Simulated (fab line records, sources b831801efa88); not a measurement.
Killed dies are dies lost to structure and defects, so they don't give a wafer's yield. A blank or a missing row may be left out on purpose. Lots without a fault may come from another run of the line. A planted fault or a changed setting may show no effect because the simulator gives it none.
Which tool did it? | flow sky130 | 12 lots, 36 wafers sampled, at 5 steps of a route of 708

WHAT THE GAUGES READ, wafer by wafer
SKY_SD_N_OVL_MEAS_08. Usual: SD_N_OVL 0.4 nm, standard deviation 1.3.
lot  | measured     | on         | SD_N_OVL (nm)                       | flag
L378 | day 28 00:46 | overlay-02 | 1.2 1.3 1.4                         |
L379 | day 28 13:56 | overlay-01 | 2.4 0.4 2.2                         |
L381 | day 29 08:33 | overlay-02 | -1.0 -1.7 0.3                       |
L382 | day 29 15:34 | overlay-02 | -0.7 -0.9 0.6                       |
L383 | day 30 00:58 | overlay-02 | 0.4 0.8 -0.5                        |
L386 | day 30 23:58 | overlay-01 | -1.4 0.3 0.5                        |
L387 | day 31 09:14 | overlay-02 | -82.9 -81.7 -82.5 -83.5 -82.4 -83.7 | OFF
L388 | day 31 17:08 | overlay-02 | -2.0 -1.7 -2.7                      |
L389 | day 32 15:58 | overlay-02 | -80.1 -80.2 -81.1 -80.8 -81.2 -82.0 | OFF
L393 | day 34 08:47 | overlay-02 | -80.6 -80.1 -80.3 -81.6 -81.7 -80.7 | OFF
L396 | day 34 11:56 | overlay-02 | 1.3 0.7 0.7                         |
L398 | day 34 23:58 | overlay-02 | -0.4 -1.7 -1.4                      |

SKY_SD_N_RS_MEAS_16: measures by four-point-probe. Usual: SD_N_RS 68.64 ohm/sq, standard deviation 0.13.
lot  | measured     | on            | SD_N_RS (ohm/sq)  | flag
L378 | day 28 01:29 | film_metro-02 | 68.53 68.47 68.56 |
L379 | day 28 14:41 | film_metro-01 | 68.53 68.34 68.57 |
L381 | day 29 09:16 | film_metro-03 | 68.78 68.75 68.79 |
L382 | day 29 16:19 | film_metro-01 | 68.62 68.73 68.84 |
L383 | day 30 01:41 | film_metro-03 | 68.81 68.66 68.81 |
L386 | day 31 00:44 | film_metro-02 | 68.73 68.57 68.76 |
L388 | day 31 18:00 | film_metro-02 | 68.80 68.93 68.79 |
L396 | day 34 12:40 | film_metro-01 | 68.54 68.61 68.32 |
L398 | day 35 00:41 | film_metro-03 | 68.60 68.56 68.55 |

WHICH TOOL RAN EACH LOT (tool, then ch and the chambers of the sampled wafers, then the start)
lot  | SKY_POLY_CUT_ETCH_11               | SKY_SD_N_EXPOSE_04                  | SKY_SD_N_STRIP_11
L378 | rie_diel-01 ch 0,1,2, day 24 08:18 | iline_stepper-01 ch 0, day 27 10:56 | plasma_asher-01 ch 0,1, day 28 01:06
L379 | rie_diel-01 ch 2,3, day 24 22:15   | iline_stepper-01 ch 0, day 28 00:08 | plasma_asher-03 ch 0,1, day 28 14:17
L381 | rie_diel-03 ch 0,2,3, day 25 17:15 | iline_stepper-02 ch 0, day 28 18:20 | plasma_asher-04 ch 0,1, day 29 08:53
L382 | rie_diel-03 ch 0,2, day 26 01:47   | iline_stepper-02 ch 0, day 29 01:53 | plasma_asher-04 ch 0,1, day 29 15:55
L383 | rie_diel-02 ch 0,2, day 26 09:54   | iline_stepper-01 ch 0, day 29 10:42 | plasma_asher-04 ch 0,1, day 30 01:17
L386 | rie_diel-02 ch 0,1,3, day 27 11:42 | iline_stepper-02 ch 0, day 30 10:47 | plasma_asher-04 ch 0,1, day 31 00:17
L387 | rie_diel-03 ch 1,3, day 27 22:33   | iline_stepper-02 ch 0, day 30 19:22 | -
L388 | rie_diel-01 ch 0,1, day 28 05:17   | iline_stepper-01 ch 0, day 31 03:17 | plasma_asher-01 ch 0,1, day 31 17:32
L389 | rie_diel-03 ch 1,2,3, day 29 04:57 | iline_stepper-02 ch 0, day 32 02:21 | -
L393 | rie_diel-03 ch 0,2,3, day 31 01:06 | iline_stepper-02 ch 0, day 33 20:14 | -
L396 | rie_diel-02 ch 0,2,3, day 31 04:48 | iline_stepper-01 ch 0, day 33 23:35 | plasma_asher-04 ch 0,1, day 34 12:16
L398 | rie_diel-02 ch 0,2, day 31 16:21   | iline_stepper-01 ch 0, day 34 10:30 | plasma_asher-03 ch 0,1, day 35 00:18
- SKY_POLY_CUT_ETCH_11: etches Si3N4 in CF4/CH2F2/Ar, stops on poly-Si, time 42.5 s, target depth 60 nm.
- SKY_SD_N_EXPOSE_04: exposes mask NSDM, target cd 380 nm.
- SKY_SD_N_STRIP_11: strips in O2/N2.

WHAT THE TOOLS THEMSELVES READ (means of the sampled wafers that have a number; where no wafer has one, the mark that the record gives instead)
SKY_POLY_CUT_ETCH_11. Usual: drypump_motor_current_A 5.6 A, standard deviation 0.46; oes_product_au 0.828 a.u., standard deviation 0.0062; rf_fwd_power_W 592.8 W, standard deviation 2.5; throttle_valve_pct 14.995 %, standard deviation 0.0084.
lot  | tool        | drypump_motor_current_A (A) | oes_product_au (a.u.) | rf_fwd_power_W (W) | throttle_valve_pct (%) | flag
L378 | rie_diel-01 | 6.3                         | 0.832                 | 592.0              | 14.989                 |
L379 | rie_diel-01 | 6.2                         | 0.822                 | 594.9              | 14.990                 |
L381 | rie_diel-03 | 5.2                         | 0.830                 | 594.7              | 14.995                 |
L382 | rie_diel-03 | 5.2                         | 0.829                 | 590.9              | 14.991                 |
L383 | rie_diel-02 | 5.9                         | 0.840                 | 594.7              | 15.003                 |
L386 | rie_diel-02 | 5.7                         | 0.829                 | 591.3              | 14.996                 |
L387 | rie_diel-03 | 5.3                         | 0.823                 | 593.3              | 14.997                 |
L388 | rie_diel-01 | 6.1                         | 0.819                 | 592.2              | 14.996                 |
L389 | rie_diel-03 | 5.2                         | 0.833                 | 593.2              | 14.987                 |
L393 | rie_diel-03 | 5.2                         | 0.832                 | 594.4              | 14.998                 |
L396 | rie_diel-02 | 5.6                         | 0.827                 | 593.4              | 14.996                 |
L398 | rie_diel-02 | 5.9                         | 0.827                 | 592.1              | 14.994                 |

SKY_SD_N_EXPOSE_04. Usual: reticle_temp_C 23.01 C, standard deviation 0.1.
lot  | tool             | reticle_temp_C (C) | flag
L378 | iline_stepper-01 | 22.95              |
L379 | iline_stepper-01 | 22.91              |
L381 | iline_stepper-02 | 23.03              |
L382 | iline_stepper-02 | 23.06              |
L383 | iline_stepper-01 | 23.05              |
L386 | iline_stepper-02 | 22.93              |
L387 | iline_stepper-02 | 23.05              |
L388 | iline_stepper-01 | 23.00              |
L389 | iline_stepper-02 | 22.95              |
L393 | iline_stepper-02 | 22.97              |
L396 | iline_stepper-01 | 23.00              |
L398 | iline_stepper-01 | 22.96              |

SKY_SD_N_STRIP_11. Usual: drypump_motor_current_A 5.55 A, standard deviation 0.21; oes_product_au 0.528 a.u., standard deviation 0.0044; strip_time_to_endpoint_s 22.55 s, standard deviation 0.038.
lot  | tool            | drypump_motor_current_A (A) | oes_product_au (a.u.) | strip_time_to_endpoint_s (s) | flag
L378 | plasma_asher-01 | 5.39                        | 0.530                 | 22.59                        |
L379 | plasma_asher-03 | 5.78                        | 0.525                 | 22.54                        |
L381 | plasma_asher-04 | 5.59                        | 0.531                 | 22.54                        |
L382 | plasma_asher-04 | 5.49                        | 0.530                 | 22.54                        |
L383 | plasma_asher-04 | 5.51                        | 0.525                 | 22.55                        |
L386 | plasma_asher-04 | 5.58                        | 0.526                 | 22.50                        |
L388 | plasma_asher-01 | 5.38                        | 0.530                 | 22.51                        |
L396 | plasma_asher-04 | 5.48                        | 0.530                 | 22.56                        |
L398 | plasma_asher-03 | 5.78                        | 0.524                 | 22.54                        |

THE ANSWER, worked out from the rows above alone
Rule: a lot is off if the mean of its wafers that have a number lies more than 3 standard deviations from the usual mean. A lot without any number at a reading at which 4 lots or more have one is off too. The other lots that the step has rows for count as sound. The gauges are gone through in route order, then the tools' own readings, and for those a lot's mean is taken as printed above. The first step at which some lot is off is used, and at that step the reading that is off furthest; a lot without a number counts as furthest.
Off: L387, L389, L393, at SKY_SD_N_OVL_MEAS_08 (SD_N_OVL).
A tool fits if, at a process step before that reading, it ran every lot that is off, and no sound lot after the first of them. The gauges at SKY_SD_N_OVL_MEAS_08 are tried like those tools. Can't be told from this: 2 tools fit, rie_diel-03 at SKY_POLY_CUT_ETCH_11, iline_stepper-02 at SKY_SD_N_EXPOSE_04.

WHAT THE SIMULATOR HAD PUT IN
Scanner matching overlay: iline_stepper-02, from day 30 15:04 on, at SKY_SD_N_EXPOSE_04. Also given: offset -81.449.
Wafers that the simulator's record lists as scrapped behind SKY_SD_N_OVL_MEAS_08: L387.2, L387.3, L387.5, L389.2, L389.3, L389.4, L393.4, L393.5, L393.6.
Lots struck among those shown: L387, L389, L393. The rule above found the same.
